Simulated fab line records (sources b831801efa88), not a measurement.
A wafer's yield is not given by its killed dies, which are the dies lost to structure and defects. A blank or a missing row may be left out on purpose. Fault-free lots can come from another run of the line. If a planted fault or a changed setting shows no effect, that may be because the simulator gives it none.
2 desks looking at one fault || flow sky130 || only its own numbers are on each desk; what lay behind them is given at the end

METROLOGY DESK
Lot by lot, what the gauges showed, no matter which tool ran the lot: averages of those sampled wafers that carry a number. A lot is out of limits, marked OUT, if its mean lies more than 4 standard deviations from the usual mean; the brackets give that distance.
Columns: A = cd-nm at SKY_VIA3_CD_MEAS_12, usual 200.7 nm
{"lot": "L431", "first seen here": "day 39 17:05", "A": 202.2}
{"lot": "L433", "first seen here": "day 40 05:10", "A": 201.4}
{"lot": "L432", "first seen here": "day 40 13:42", "A": 199.2}
{"lot": "L435", "first seen here": "day 40 22:22", "A": 200.9}
{"lot": "L436", "first seen here": "day 41 09:58", "A": 200.1}
{"lot": "L438", "first seen here": "day 42 04:23", "A": 200.7}
{"lot": "L440", "first seen here": "day 42 16:50", "A": "155.4 (-30) OUT"}
{"lot": "L447", "first seen here": "day 44 08:27", "A": 200.1}
{"lot": "L448", "first seen here": "day 44 23:39", "A": 200.8}
{"lot": "L449", "first seen here": "day 45 10:55", "A": 199.9}
{"lot": "L452", "first seen here": "day 45 15:52", "A": 200.9}
{"lot": "L453", "first seen here": "day 45 21:39", "A": 201.9}
{"lot": "L454", "first seen here": "day 46 01:21", "A": 200.8}
This desk's finding: out of limits on L440; first on L440, day 42 16:50 (cd-nm at SKY_VIA3_CD_MEAS_12). L431, L433, L432, L435, L436, L438, L447, L448, L449, L452, L453, L454: within limits.

AT THE TOOL OWNER'S DESK: krf-scanner-01
The tool's own readings at SKY_VIA3_EXPOSE_09 (exposes mask VIM3, target cd 200 nm): means of the sampled wafers that have a number, for each lot that ran on this tool. A lot is out of limits, marked OUT, if its mean lies more than 4 standard deviations from the usual mean; the brackets give that distance.
Columns: A = reticle-temp-C at SKY_VIA3_EXPOSE_09, usual 22.99 C
{"lot": "L431", "first seen here": "day 39 05:31", "A": 23.05}
{"lot": "L436", "first seen here": "day 40 22:04", "A": 23.03}
{"lot": "L440", "first seen here": "day 42 05:31", "A": 22.92}
{"lot": "L448", "first seen here": "day 44 12:47", "A": 22.79}
{"lot": "L452", "first seen here": "day 45 05:05", "A": 22.93}
{"lot": "L453", "first seen here": "day 45 11:40", "A": 22.79}
This desk's finding: nothing out of limits on any of the 6 lots.

BROUGHT TOGETHER
An alarm was possible from the metrology desk at day 42 16:50, on L440.
The desk of the tool owner found nothing out of limits.
Tool owner's desk: L440 on record, inside its limits.
The lots listed all ran SKY_VIA3_EXPOSE_09 on krf-scanner-01.

WHAT WAS PUT IN BY THE SIMULATOR
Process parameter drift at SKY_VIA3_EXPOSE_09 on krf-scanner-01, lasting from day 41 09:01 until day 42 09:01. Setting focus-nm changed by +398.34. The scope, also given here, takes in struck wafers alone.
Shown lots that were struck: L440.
Per desk, hours elapsed from the start of the fault to the first reading out of limits: for the metrology desk, 32.
